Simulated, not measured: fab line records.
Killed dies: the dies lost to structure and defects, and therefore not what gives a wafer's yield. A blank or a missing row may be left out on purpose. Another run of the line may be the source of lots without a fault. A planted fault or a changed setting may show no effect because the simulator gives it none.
What tool caused it? || flow gf180mcu || 40 wafers from 14 lots sampled at 5 of the route's 602 steps

## WHAT THE GAUGES SHOWED, per wafer
GF_M1_CD_MEAS_14: target cd 230 nm.
{"lot": "L585", "measured": "day 17 06:14", "on": "cd_sem-01", "cd_nm (nm)": "230.3 229.1 231.1"}
{"lot": "L586", "measured": "day 17 15:38", "on": "cd_sem-01", "cd_nm (nm)": "228.3 229.6 228.3"}
{"lot": "L587", "measured": "day 17 18:47", "on": "cd_sem-01", "cd_nm (nm)": "229.0 230.4 229.6"}
{"lot": "L594", "measured": "day 20 14:22", "on": "cd_sem-02", "cd_nm (nm)": "230.3 225.6"}
{"lot": "L596", "measured": "day 21 04:46", "on": "cd_sem-02", "cd_nm (nm)": "230.1 225.4"}
{"lot": "L597", "measured": "day 21 18:56", "on": "cd_sem-01", "cd_nm (nm)": "230.6 230.4 230.0"}
{"lot": "L600", "measured": "day 22 17:37", "on": "cd_sem-02", "cd_nm (nm)": "229.6 230.1 230.6"}
{"lot": "L601", "measured": "day 22 20:28", "on": "cd_sem-02", "cd_nm (nm)": "230.9 231.3 230.2"}
{"lot": "L603", "measured": "day 23 10:46", "on": "cd_sem-01", "cd_nm (nm)": "229.2 229.5 229.4"}
{"lot": "L604", "measured": "day 24 02:03", "on": "cd_sem-02", "cd_nm (nm)": "229.3 230.6 229.4"}
{"lot": "L605", "measured": "day 24 03:00", "on": "cd_sem-02", "cd_nm (nm)": "231.1 231.0 229.1"}
{"lot": "L606", "measured": "day 24 11:13", "on": "cd_sem-01", "cd_nm (nm)": "232.4 232.9 231.9"}
{"lot": "L607", "measured": "day 24 19:19", "on": "cd_sem-01", "cd_nm (nm)": "230.6 230.3 229.2"}
{"lot": "L608", "measured": "day 25 04:02", "on": "cd_sem-01", "cd_nm (nm)": "229.9 229.6 230.2"}

GF_V1_BOW_MEAS_05.
{"lot": "L585", "measured": "day 17 07:38", "on": "film_metro-01", "V1_BOW (um)": "75 83 80"}
{"lot": "L586", "measured": "day 17 17:01", "on": "film_metro-04", "V1_BOW (um)": "82 88 80"}
{"lot": "L587", "measured": "day 17 20:10", "on": "film_metro-01", "V1_BOW (um)": "84 82 89"}
{"lot": "L594", "measured": "day 20 15:53", "on": "film_metro-04", "V1_BOW (um)": "90 97"}
{"lot": "L596", "measured": "day 21 06:18", "on": "film_metro-04", "V1_BOW (um)": "89 83"}
{"lot": "L597", "measured": "day 21 20:19", "on": "film_metro-02", "V1_BOW (um)": "79 64 74"}
{"lot": "L600", "measured": "day 22 19:00", "on": "film_metro-04", "V1_BOW (um)": "71 88 90"}
{"lot": "L601", "measured": "day 22 21:53", "on": "film_metro-01", "V1_BOW (um)": "79 76 76"}
{"lot": "L603", "measured": "day 23 12:18", "on": "film_metro-01", "V1_BOW (um)": "82 71 94"}
{"lot": "L604", "measured": "day 24 03:34", "on": "film_metro-01", "V1_BOW (um)": "78 72 90"}
{"lot": "L605", "measured": "day 24 04:23", "on": "film_metro-01", "V1_BOW (um)": "89 73 81"}
{"lot": "L606", "measured": "day 24 12:37", "on": "film_metro-02", "V1_BOW (um)": "75 89 75"}
{"lot": "L607", "measured": "day 24 20:56", "on": "film_metro-04", "V1_BOW (um)": "71 68 75"}
{"lot": "L608", "measured": "day 25 05:25", "on": "film_metro-01", "V1_BOW (um)": "80 84 92"}

## WHICH TOOL RAN EACH LOT (tool, then ch and the chambers of the sampled wafers, then the start)
{"lot": "L585", "GF_CONTACT_STRIP_18": "plasma_asher-04 ch 0,1, day 16 06:30", "GF_CONTACT_CVD_24": "cvd_w-02 ch 0,1, day 16 06:53", "GF_M1_PEB_12": "litho_track-02 ch 0, day 17 05:54"}
{"lot": "L586", "GF_CONTACT_STRIP_18": "plasma_asher-03 ch 1, day 16 15:13", "GF_CONTACT_CVD_24": "cvd_w-02 ch 0,1, day 16 15:37", "GF_M1_PEB_12": "litho_track-04 ch 0, day 17 15:18"}
{"lot": "L587", "GF_CONTACT_STRIP_18": "plasma_asher-03 ch 0,1, day 16 18:02", "GF_CONTACT_CVD_24": "cvd_w-01 ch 0,1, day 16 18:27", "GF_M1_PEB_12": "litho_track-03 ch 0, day 17 18:28"}
{"lot": "L594", "GF_CONTACT_STRIP_18": "plasma_asher-03 ch 0,1, day 19 13:07", "GF_CONTACT_CVD_24": "cvd_w-02 ch 0, day 19 13:31", "GF_M1_PEB_12": "litho_track-03 ch 0, day 20 14:01"}
{"lot": "L596", "GF_CONTACT_STRIP_18": "plasma_asher-02 ch 0, day 20 03:49", "GF_CONTACT_CVD_24": "cvd_w-02 ch 0,1, day 20 04:14", "GF_M1_PEB_12": "litho_track-03 ch 0, day 21 04:25"}
{"lot": "L597", "GF_CONTACT_STRIP_18": "plasma_asher-03 ch 0, day 20 17:21", "GF_CONTACT_CVD_24": "cvd_w-01 ch 0,1, day 20 17:46", "GF_M1_PEB_12": "litho_track-02 ch 0, day 21 18:35"}
{"lot": "L600", "GF_CONTACT_STRIP_18": "plasma_asher-04 ch 0, day 21 17:09", "GF_CONTACT_CVD_24": "cvd_w-01 ch 1, day 21 17:33", "GF_M1_PEB_12": "litho_track-04 ch 0, day 22 17:16"}
{"lot": "L601", "GF_CONTACT_STRIP_18": "plasma_asher-03 ch 0,1, day 21 19:34", "GF_CONTACT_CVD_24": "cvd_w-02 ch 0,1, day 21 19:59", "GF_M1_PEB_12": "litho_track-04 ch 0, day 22 20:07"}
{"lot": "L603", "GF_CONTACT_STRIP_18": "plasma_asher-02 ch 0,1, day 22 10:43", "GF_CONTACT_CVD_24": "cvd_w-02 ch 0,1, day 22 11:07", "GF_M1_PEB_12": "litho_track-04 ch 0, day 23 10:25"}
{"lot": "L604", "GF_CONTACT_STRIP_18": "plasma_asher-04 ch 0,1, day 23 02:18", "GF_CONTACT_CVD_24": "cvd_w-02 ch 0,1, day 23 02:43", "GF_M1_PEB_12": "litho_track-04 ch 0, day 24 01:44"}
{"lot": "L605", "GF_CONTACT_STRIP_18": "plasma_asher-04 ch 0,1, day 23 03:08", "GF_CONTACT_CVD_24": "cvd_w-01 ch 0,1, day 23 03:32", "GF_M1_PEB_12": "litho_track-04 ch 0, day 24 02:41"}
{"lot": "L606", "GF_CONTACT_STRIP_18": "plasma_asher-02 ch 0,1, day 23 11:49", "GF_CONTACT_CVD_24": "cvd_w-02 ch 0,1, day 23 12:13", "GF_M1_PEB_12": "litho_track-04 ch 0, day 24 10:52"}
{"lot": "L607", "GF_CONTACT_STRIP_18": "plasma_asher-02 ch 0,1, day 23 20:19", "GF_CONTACT_CVD_24": "cvd_w-02 ch 0,1, day 23 20:44", "GF_M1_PEB_12": "litho_track-04 ch 0, day 24 18:58"}
{"lot": "L608", "GF_CONTACT_STRIP_18": "plasma_asher-04 ch 0,1, day 24 05:02", "GF_CONTACT_CVD_24": "cvd_w-01 ch 0,1, day 24 05:26", "GF_M1_PEB_12": "litho_track-03 ch 0, day 25 03:43"}
- GF_CONTACT_STRIP_18: strips in O2/N2.
- GF_CONTACT_CVD_24: deposits W, target thk 300 nm, time 90.339 s.
- GF_M1_PEB_12: peb time 90 s.

## WHAT THE TOOLS THEMSELVES READ (means of the sampled wafers that have a number; where no wafer has one, the mark that the record gives instead)
GF_CONTACT_STRIP_18.
{"lot": "L585", "tool": "plasma_asher-04", "drypump_motor_current_A (A)": 5.3, "heater_power_w (W)": 286, "oes_product_au (a.u.)": 0.577}
{"lot": "L586", "tool": "plasma_asher-03", "drypump_motor_current_A (A)": 5.4, "heater_power_w (W)": 315, "oes_product_au (a.u.)": 0.579}
{"lot": "L587", "tool": "plasma_asher-03", "drypump_motor_current_A (A)": 5.8, "heater_power_w (W)": 340, "oes_product_au (a.u.)": 0.580}
{"lot": "L594", "tool": "plasma_asher-03", "drypump_motor_current_A (A)": 6.0, "heater_power_w (W)": 353, "oes_product_au (a.u.)": 0.579}
{"lot": "L596", "tool": "plasma_asher-02", "drypump_motor_current_A (A)": 6.4, "heater_power_w (W)": 392, "oes_product_au (a.u.)": 0.581}
{"lot": "L597", "tool": "plasma_asher-03", "drypump_motor_current_A (A)": 6.5, "heater_power_w (W)": 385, "oes_product_au (a.u.)": 0.582}
{"lot": "L600", "tool": "plasma_asher-04", "drypump_motor_current_A (A)": 5.4, "heater_power_w (W)": 285, "oes_product_au (a.u.)": 0.578}
{"lot": "L601", "tool": "plasma_asher-03", "drypump_motor_current_A (A)": 5.8, "heater_power_w (W)": 336, "oes_product_au (a.u.)": 0.582}
{"lot": "L603", "tool": "plasma_asher-02", "drypump_motor_current_A (A)": 6.1, "heater_power_w (W)": 377, "oes_product_au (a.u.)": 0.582}
{"lot": "L604", "tool": "plasma_asher-04", "drypump_motor_current_A (A)": 5.4, "heater_power_w (W)": 287, "oes_product_au (a.u.)": 0.576}
{"lot": "L605", "tool": "plasma_asher-04", "drypump_motor_current_A (A)": 5.4, "heater_power_w (W)": 286, "oes_product_au (a.u.)": 0.580}
{"lot": "L606", "tool": "plasma_asher-02", "drypump_motor_current_A (A)": 6.1, "heater_power_w (W)": 377, "oes_product_au (a.u.)": 0.583}
{"lot": "L607", "tool": "plasma_asher-02", "drypump_motor_current_A (A)": 5.9, "heater_power_w (W)": 359, "oes_product_au (a.u.)": 0.576}
{"lot": "L608", "tool": "plasma_asher-04", "drypump_motor_current_A (A)": 5.3, "heater_power_w (W)": 287, "oes_product_au (a.u.)": 0.582}

GF_CONTACT_CVD_24.
{"lot": "L585", "tool": "cvd_w-02", "heater_power_w (W)": 983}
{"lot": "L586", "tool": "cvd_w-02", "heater_power_w (W)": 970}
{"lot": "L587", "tool": "cvd_w-01", "heater_power_w (W)": 768}
{"lot": "L594", "tool": "cvd_w-02", "heater_power_w (W)": 976}
{"lot": "L596", "tool": "cvd_w-02", "heater_power_w (W)": 942}
{"lot": "L597", "tool": "cvd_w-01", "heater_power_w (W)": 773}
{"lot": "L600", "tool": "cvd_w-01", "heater_power_w (W)": 782}
{"lot": "L601", "tool": "cvd_w-02", "heater_power_w (W)": 943}
{"lot": "L603", "tool": "cvd_w-02", "heater_power_w (W)": 932}
{"lot": "L604", "tool": "cvd_w-02", "heater_power_w (W)": 954}
{"lot": "L605", "tool": "cvd_w-01", "heater_power_w (W)": 776}
{"lot": "L606", "tool": "cvd_w-02", "heater_power_w (W)": 921}
{"lot": "L607", "tool": "cvd_w-02", "heater_power_w (W)": 918}
{"lot": "L608", "tool": "cvd_w-01", "heater_power_w (W)": 778}

## THE ANSWER, worked out from the rows above alone
Rule: what is usual is taken from the lots themselves. Put in order of their means at a reading, lots are off if they are a third of the lots or fewer, leave a main group of 4 or more, and stand apart from it by a gap of 3 or more times the standard deviation of the main group's means; of several such gaps the widest counts. A main group is skipped when, at the precision printed for the reading in the tables above, its means are all equal. Also off: a lot with no number at a reading for which 4 or more lots have one. The other lots that the step has rows for count as sound. After the gauges, taken in route order, come the tools' own readings; for these a lot's mean is taken, as printed above. The first step at which some lot is off is used, and at that step the reading that is off furthest; a lot without a number counts as furthest.
Across all readings shown, no lot is off: no conclusion can be drawn from this.

## WHAT HAD BEEN PUT IN BY THE SIMULATOR
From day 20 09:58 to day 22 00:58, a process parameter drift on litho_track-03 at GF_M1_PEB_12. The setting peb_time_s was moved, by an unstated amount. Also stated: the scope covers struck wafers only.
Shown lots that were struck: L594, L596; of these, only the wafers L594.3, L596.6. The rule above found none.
